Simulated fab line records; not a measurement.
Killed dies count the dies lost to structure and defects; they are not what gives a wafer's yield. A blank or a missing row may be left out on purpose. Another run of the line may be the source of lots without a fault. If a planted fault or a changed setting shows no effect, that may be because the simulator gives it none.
Which tool did it? :: flow sky130 :: 13 lots with 39 wafers sampled at 2 steps, on a route of 708 steps

## WHAT THE GAUGES READ, wafer by wafer
SKY_CONTACT_CD_MEAS_14: target cd 170 nm.
lot: L367
measured: day 31 23:26
on: cd_sem-02
cd_nm (nm): 170.2 169.5 170.5

lot: L368
measured: day 32 04:51
on: cd_sem-01
cd_nm (nm): 169.1 168.7 170.5

lot: L369
measured: day 32 09:43
on: cd_sem-01
cd_nm (nm): 170.7 170.1 169.3

lot: L370
measured: day 32 20:02
on: cd_sem-01
cd_nm (nm): 171.4 170.2 168.8

lot: L372
measured: day 33 17:13
on: cd_sem-01
cd_nm (nm): 172.9 169.6 172.4

lot: L373
measured: day 33 17:32
on: cd_sem-02
cd_nm (nm): 171.1 171.0 172.6

lot: L375
measured: day 35 01:26
on: cd_sem-02
cd_nm (nm): 171.4 171.4 170.2

lot: L376
measured: day 35 02:05
on: cd_sem-01
cd_nm (nm): 171.5 169.4 170.5

lot: L378
measured: day 35 11:19
on: cd_sem-02
cd_nm (nm): 168.2 168.7 167.6

lot: L385
measured: day 37 15:50
on: cd_sem-01
cd_nm (nm): 171.4 171.0 170.6

lot: L387
measured: day 38 03:11
on: cd_sem-01
cd_nm (nm): 169.3 170.1 169.9

lot: L389
measured: day 38 20:31
on: cd_sem-01
cd_nm (nm): 168.5 167.0 168.6

lot: L390
measured: day 39 00:00
on: cd_sem-01
cd_nm (nm): 169.4 171.5 169.8

SKY_CONTACT_THK_MEAS_26: measures by xrf.
lot: L367
measured: day 32 00:37
on: film_metro-03
CONTACT_W_THK (nm): 350 350 353

lot: L368
measured: day 32 06:00
on: film_metro-04
CONTACT_W_THK (nm): 351 350 345

lot: L369
measured: day 32 10:55
on: film_metro-03
CONTACT_W_THK (nm): 350 358 359

lot: L370
measured: day 32 21:12
on: film_metro-03
CONTACT_W_THK (nm): 351 360 359

lot: L372
measured: day 33 18:22
on: film_metro-01
CONTACT_W_THK (nm): 354 341 353

lot: L373
measured: day 33 18:42
on: film_metro-04
CONTACT_W_THK (nm): 354 344 345

lot: L375
measured: day 35 02:38
on: film_metro-01
CONTACT_W_THK (nm): 354 355 352

lot: L376
measured: day 35 03:17
on: film_metro-01
CONTACT_W_THK (nm): 347 352 353

lot: L378
measured: day 35 12:29
on: film_metro-01
CONTACT_W_THK (nm): 347 353 354

lot: L385
measured: day 37 17:00
on: film_metro-03
CONTACT_W_THK (nm): 358 354 350

lot: L387
measured: day 38 04:23
on: film_metro-03
CONTACT_W_THK (nm): 356 352 355

lot: L389
measured: day 38 21:41
on: film_metro-04
CONTACT_W_THK (nm): 348 350 351

lot: L390
measured: day 39 01:10
on: film_metro-04
CONTACT_W_THK (nm): 359 360 362

## WHAT TOOL EACH LOT RAN ON (gives the tool, then ch and the chambers of the sampled wafers, and finally the start)
Record: no process step prior to these readings.

## WHAT THE TOOLS THEMSELVES READ (means of the sampled wafers that have a number; where no wafer has one, the mark that the record gives instead)
The record holds no such reading with a usual standard deviation.

## THE ANSWER, worked out from the rows above alone
Rule: usual is defined by the lots themselves. Put in order of their means at a reading, lots are off if they are a third of the lots or fewer, leave a main group of 4 or more, and stand apart from it by a gap of 3 or more times the standard deviation of the main group's means; of several such gaps the widest counts. A main group whose means are all the same, to the digits that the tables above print for the reading, isn't used. Also off: a lot with no number at a reading for which 4 or more lots have one. All remaining lots with rows at the step are treated as sound. Order of review: gauges by route order, followed by the tools' own readings, for which a lot's mean as printed above is used. The first step at which some lot is off is used, and at that step the reading that is off furthest; a lot without a number counts as furthest.
None of the lots is off at any reading shown; this tells nothing.

## WHAT WAS PUT IN BY THE SIMULATOR
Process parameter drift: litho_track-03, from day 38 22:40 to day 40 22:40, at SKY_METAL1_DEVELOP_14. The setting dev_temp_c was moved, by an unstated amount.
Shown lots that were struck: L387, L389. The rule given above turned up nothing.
